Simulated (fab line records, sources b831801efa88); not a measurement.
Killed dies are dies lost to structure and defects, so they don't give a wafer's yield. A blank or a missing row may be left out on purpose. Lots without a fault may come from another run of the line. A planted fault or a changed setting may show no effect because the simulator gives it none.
fab line records | flow sky130
record lots=6 wafers=18 last_day=50
route steps=708 shown SONOS_ONO@186 GATE_OXIDE@187 PAD_OPEN@708
lots that met no fault: from a run of the same line without faults
start_h: hours from the record's first day to the start of the lot's first wafer shown | wait_h: hours since the lot's step before | " the same as in the row above | L1.1+2: a row that stands for several wafers | - no value, or no start given | * or withheld: withheld | < > ~ a bound
route shown NAME@n: a module of which the file shows steps, and the number in the route of the first | usual: mean/standard deviation of fault-free wafers | same: alike in all rows | chamber/n: place in a boat | sites: the reading at each site | _std_site: their standard deviation | _edge_site: outer sites' mean less inner sites' | radius_mm: how far each site lies from the wafer's centre | mask NAME#n: copy n | behind: the tool/chamber that last shaped the wafer | hold: why the lot was held/for how many hours/how that ended | device: the transistor (n, p or np) that didn't switch | end of line: the same wafers' tests at the end of the route | a step without rows: its recipe alone | killed: dies lost to structure and defects at the first sort, not the wafer's yield | map: a wafer's dies, x killed, . not, _ none there
set.NAME: the setting as run; set.NAME@STEP: as run at that earlier step | model.NAME: the simulator's own value behind a step, which no gauge read
lots at some steps of the route; a table a step, a row a wafer
services: from which hour (start_h, from the record's first day; less than 0 if before it) a tool's chamber was out of use, for how many hours, and why
## steps
# step SKY_SONOS_ONO_WET_ETCH_18
# recipe chemistry=H3PO4 target_depth_nm=15 target=Si3N4 temp_c=160 time_s=172
# step SKY_GATE_OXIDE_CLEAN_00
# recipe chemistry=SC1/SC2 mix=1:4:20 temp_c=70 time_s=150 dry=n2_spin
# step SKY_GATE_OXIDE_OXIDATION_01
# recipe temp_c=900 ambient=O2 stabilise_s=600 purge_s=300 target_thk_a=102.68 ox_time_s=1473
# step SKY_GATE_OXIDE_THK_MEAS_02
# recipe reads=SiO2_of_GATE_OXIDE_OXIDATION_01
# usual GATE_OXIDE_OXIDATION_00_THK=10.28/0.18
# columns lot.wafer tool chamber start_h wait_h GATE_OXIDE_OXIDATION_00_THK[nm]
L672.1 film_metro-04 - 301.58 0.0 10.05
L672.3 " - " " 9.94
L672.5 " - " " 9.96
L683.2 film_metro-04 - 396.73 0.0 10.07
L683.5 " - " " 10.06
L683.6 " - " " 9.91
L684.1 film_metro-04 - 408.46 0.0 10.31
L684.5 " - " " 10.07
L684.6 " - " " 10.28
L690.3 film_metro-03 - 452.46 0.0 10.31
L690.4 " - " " 10.13
L690.6 " - " " 10.14
L691.1 film_metro-02 - 464.61 0.0 10.17
L691.3 " - " " 10.25
L691.6 " - " " 10.37
L692.1 film_metro-03 - 468.34 0.0 10.45
L692.3 " - " " 10.45
L692.5 " - " " 10.41
# step SKY_GATE_OXIDE_DEHYDRATE_03
# recipe temp_c=200 time_s=60
# step SKY_GATE_OXIDE_HMDS_04
# recipe prime_time_s=60 prime_temp_c=120
# step SKY_GATE_OXIDE_COAT_05
# recipe resist=NOVOLAK spin_rpm=3000 resist_thk_nm=1140
# step SKY_GATE_OXIDE_SOFTBAKE_06
# recipe temp_c=90 time_s=60 resist=NOVOLAK
# step SKY_GATE_OXIDE_EXPOSE_07
# recipe mask_id=LVOM na=0.6 source_shape=conventional sigma_outer=0.6 polarization=unpolarized target_cd_nm=600 dose_mj=170
# step SKY_GATE_OXIDE_PEB_08
# recipe temp_c=withheld time_s=* resist=NOVOLAK
# step SKY_GATE_OXIDE_DEVELOP_09
# recipe resist=NOVOLAK developer=TMAH develop_time_s=60 dev_temp_c=23
# step SKY_GATE_OXIDE_OVL_MEAS_10
# usual GATE_OXIDE_OVL=0.1/1.2
# columns lot.wafer tool chamber start_h wait_h GATE_OXIDE_OVL[nm]
L672.1 overlay-02 - 327.68 0.1 -0.9
L672.3 " - " " -0.5
L672.5 " - " " 0.0
L683.2 overlay-02 - 426.04 0.1 -1.5
L683.5 " - " " 0.8
L683.6 " - " " -0.3
L684.1 overlay-01 - 438.48 0.1 0.7
L684.5 " - " " -0.6
L684.6 " - " " -0.7
L690.3 overlay-02 - 482.94 0.1 1.8
L690.4 " - " " -0.8
L690.6 " - " " 1.0
L691.1 overlay-01 - 495.51 0.1 -0.9
L691.3 " - " " -0.5
L691.6 " - " " 2.1
L692.1 overlay-01 - 499.33 0.1 -3.0
L692.3 " - " " -0.6
L692.5 " - " " -0.7
# step SKY_GATE_OXIDE_IMPLANT_11
# recipe species=B energy_kev=10 dose_cm2=2.6e+12 tilt_deg=withheld
# usual beam_energy_keV=10.000/0.0033 dose_ions_cm2=2.5995e+12/2.9e+09 faraday_current_uA=14.67/0.29
# columns lot.wafer tool chamber start_h wait_h beam_energy_keV dose_ions_cm2 faraday_current_uA
L672.1 implanter-02 0 327.72 0.0 10.001 2.6017e+12 14.87
L672.3 " 0 " " 10.001 2.596e+12 14.16
L672.5 " 0 " " 10.003 2.5954e+12 14.98
L683.2 implanter-04 0 426.09 0.0 10.000 4.2853e+12 24.07
L683.5 " 0 " " 10.000 4.2837e+12 23.73
L683.6 " 0 " " 9.999 4.2889e+12 24.34
L684.1 implanter-04 0 438.52 0.0 10.000 4.2877e+12 24.25
L684.5 " 0 " " 10.000 4.2847e+12 24.70
L684.6 " 0 " " 9.999 4.2857e+12 23.82
L690.3 implanter-03 0 483.02 0.1 10.000 2.5997e+12 14.32
L690.4 " 0 " " 9.998 2.5988e+12 14.42
L690.6 " 0 " " 9.994 2.5986e+12 14.66
L691.1 implanter-03 0 495.54 0.0 9.996 2.5974e+12 14.65
L691.3 " 0 " " 9.998 2.5977e+12 14.92
L691.6 " 0 " " 10.004 2.5941e+12 14.66
L692.1 implanter-04 0 499.36 0.0 10.000 2.6073e+12 14.39
L692.3 " 0 " " 9.999 2.5984e+12 14.71
L692.5 " 0 " " 9.998 2.5994e+12 15.01
# step SKY_GATE_OXIDE_WET_ETCH_12
# recipe chemistry=dHF target_depth_nm=16.8 dry=n2_spin target=SiO2 dilution=100:1 temp_c=25 time_s=336
# step SKY_GATE_OXIDE_STRIP_13
# recipe chemistry=O2/N2 power_w=1400 pressure_mtorr=1500 platen_temp_c=withheld o2_flow_sccm=3000 n2_flow_sccm=300 overash_fraction=0.5
# usual drypump_motor_current_A=5.7/0.54 n2_flow_sccm=300.0/0.86 oes_product_au=0.716/0.0039 strip_time_to_endpoint_s=14.20/0.032
# columns lot.wafer tool chamber start_h wait_h drypump_motor_current_A n2_flow_sccm oes_product_au rf_hours_counter_h strip_time_to_endpoint_s
L672.1 plasma_asher-01 0 327.98 0.0 6.1 299.8 0.716 50 14.23
L672.3 " 0 " " 6.1 299.8 0.712 - 14.19
L672.5 " 0 " " 6.2 299.3 0.715 - 14.29
L683.2 plasma_asher-03 1 426.32 0.0 6.3 299.7 0.716 31 14.18
L683.5 " 0 " " 5.2 299.6 0.719 - 14.22
L683.6 " 1 " " 6.3 299.6 0.714 - 14.18
L684.1 plasma_asher-02 1 438.78 0.0 6.5 300.8 0.715 70 14.19
L684.5 " 1 " " 6.5 300.1 0.719 - 14.19
L684.6 " 0 " " 5.1 300.5 0.709 - 14.23
L690.3 plasma_asher-01 1 483.25 0.0 5.3 300.3 0.715 - 14.17
L690.4 " 0 " " 6.1 299.7 0.717 - 14.15
L690.6 " 0 " " 6.1 300.3 0.717 - 14.14
L691.1 plasma_asher-03 1 495.80 0.0 6.2 298.3 0.713 39 14.18
L691.3 " 1 " " 6.3 299.9 0.715 - 14.21
L691.6 " 1 " " 6.3 299.9 0.722 - 14.21
L692.1 plasma_asher-02 1 499.62 0.0 6.4 300.1 0.719 77 14.19
L692.3 " 1 " " 6.4 300.0 0.719 - 14.14
L692.5 " 0 " " 5.1 301.7 0.707 - 14.17
# step SKY_GATE_OXIDE_TW_MEAS_14
# usual GATE_OXIDE_TW=223.6/2.3
# columns lot.wafer tool chamber start_h wait_h GATE_OXIDE_TW
L672.1 film_metro-02 - 328.08 0.1 224.7
L672.3 " - " " 223.7
L672.5 " - " " 224.2
L683.2 film_metro-02 - 426.43 0.1 258.9
L683.5 " - " " 258.6
L683.6 " - " " 258.6
L684.1 film_metro-04 - 438.88 0.1 257.8
L684.5 " - " " 255.5
L684.6 " - " " 256.7
L690.3 film_metro-04 - 483.34 0.1 221.6
L690.4 " - " " 221.3
L690.6 " - " " 221.6
L691.1 film_metro-04 - 495.90 0.1 220.4
L691.3 " - " " 221.6
L691.6 " - " " 221.6
L692.1 film_metro-02 - 499.72 0.1 226.3
L692.3 " - " " 225.1
L692.5 " - " " 224.8
# step SKY_GATE_OXIDE_CLEAN_15
# recipe chemistry=SC1/SC2 mix=1:4:20 temp_c=70 time_s=150 dry=n2_spin
# step SKY_PAD_OPEN_PROBE_99
# usual killed_at_M0_to_M3=42/6.8 killed_at_M4_up=3.2/1.8 killed_at_contacts=25/5.4 killed_at_front_end=15/4.5 killed_at_other=0.3/0.56 killed_dies=85/9.7 killed_open=46/7.1 killed_short=39/6.5
# same gross_dies=492 killed_at_back_side=0
# columns lot.wafer tool chamber start_h wait_h killed_at_M0_to_M3 killed_at_M4_up killed_at_contacts killed_at_front_end killed_at_other killed_dies killed_open killed_short
L683.2 prober-01 - 1169.88 0.1 40 3 20 14 0 77 40 37
L683.5 prober-01 - 1170.03 0.2 33 4 29 16 0 82 45 37
L683.6 prober-01 - 1170.08 0.2 35 1 37 12 0 85 47 38
# killed by level:class
L683.2 VIA1:geometric_particle:open=13 CONTACT:geometric_particle:open=9 FIELD_ISO:geometric_particle:short=5 VIA2:geometric_particle:open=5 LI_CONTACT:geometric_particle:open=5 METAL1:geometric_particle:short=5 VIA1:geometric_particle:short=5 POLY_GATE:geometric_particle:short=4
L683.5 VIA1:geometric_particle:open=13 LI_CONTACT:geometric_particle:open=8 CONTACT:geometric_particle:open=7 FIELD_ISO:geometric_particle:short=6 LI_CONTACT:geometric_particle:short=5 CONTACT:geometric_particle:short=5 METAL1:geometric_particle:short=5 POLY_GATE:geometric_particle:open=4
L683.6 CONTACT:geometric_particle:open=15 VIA1:geometric_particle:open=10 LI_CONTACT:geometric_particle:open=7 LI_CONTACT:geometric_particle:short=6 METAL1:geometric_particle:short=6 METAL3:geometric_particle:short=4 LOCAL_INTERCONNECT:geometric_particle:short=4 CONTACT:geometric_particle:short=4
## services
# columns tool chamber start_h hours kind
implanter-02 - 303.84 5.3 repair
implanter-02 - 316.37 5.0 repair
implanter-03 - 322.37 2.4 repair
implanter-02 - 324.13 2.5 repair
plasma_asher-02 - 351.98 2.8 pm
plasma_asher-03 - 352.84 3.9 repair
implanter-04 - 373.23 13.5 pm
implanter-02 - 377.22 2.0 repair
plasma_asher-03 - 387.99 2.4 repair
implanter-04 - 394.96 0.7 repair
plasma_asher-02 - 421.21 13.7 pm
plasma_asher-01 - 466.19 2.4 repair
implanter-04 - 483.97 2.9 pm
plasma_asher-01 - 493.01 11.0 repair
implanter-03 - 493.84 1.6 repair
## key
first_sign step=SKY_GATE_OXIDE_IMPLANT_11 reading=dose_ions_cm2 direction=up sigmas=99+ usual=* struck=*
effect step=SKY_GATE_OXIDE_IMPLANT_11 reading=faraday_current_uA direction=up sigmas=33 usual=14.67 struck=24.15
effect step=SKY_GATE_OXIDE_TW_MEAS_14 reading=GATE_OXIDE_TW direction=up sigmas=15 usual=223.6 struck=257.7
met_at SKY_GATE_OXIDE_IMPLANT_11
struck_wafers L683.2,L683.5,L683.6,L684.1,L684.5,L684.6
tester_left_out L683,L684
fault kind=process_parameter_drift tool=implanter-04 chamber=- onset_h=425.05 steps=SKY_GATE_OXIDE_IMPLANT_11 channel=dose_cm2 offset=* shape=step end_h=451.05 acts_in=* stated=*
# tester_left_out: of these lots the tester's yield and bins aren't shown, on N5 and GAA mostly nor the transistor test; their killed dies are dies lost to structure and defects alone, not to doping, threshold or leakage, so they don't give the yield
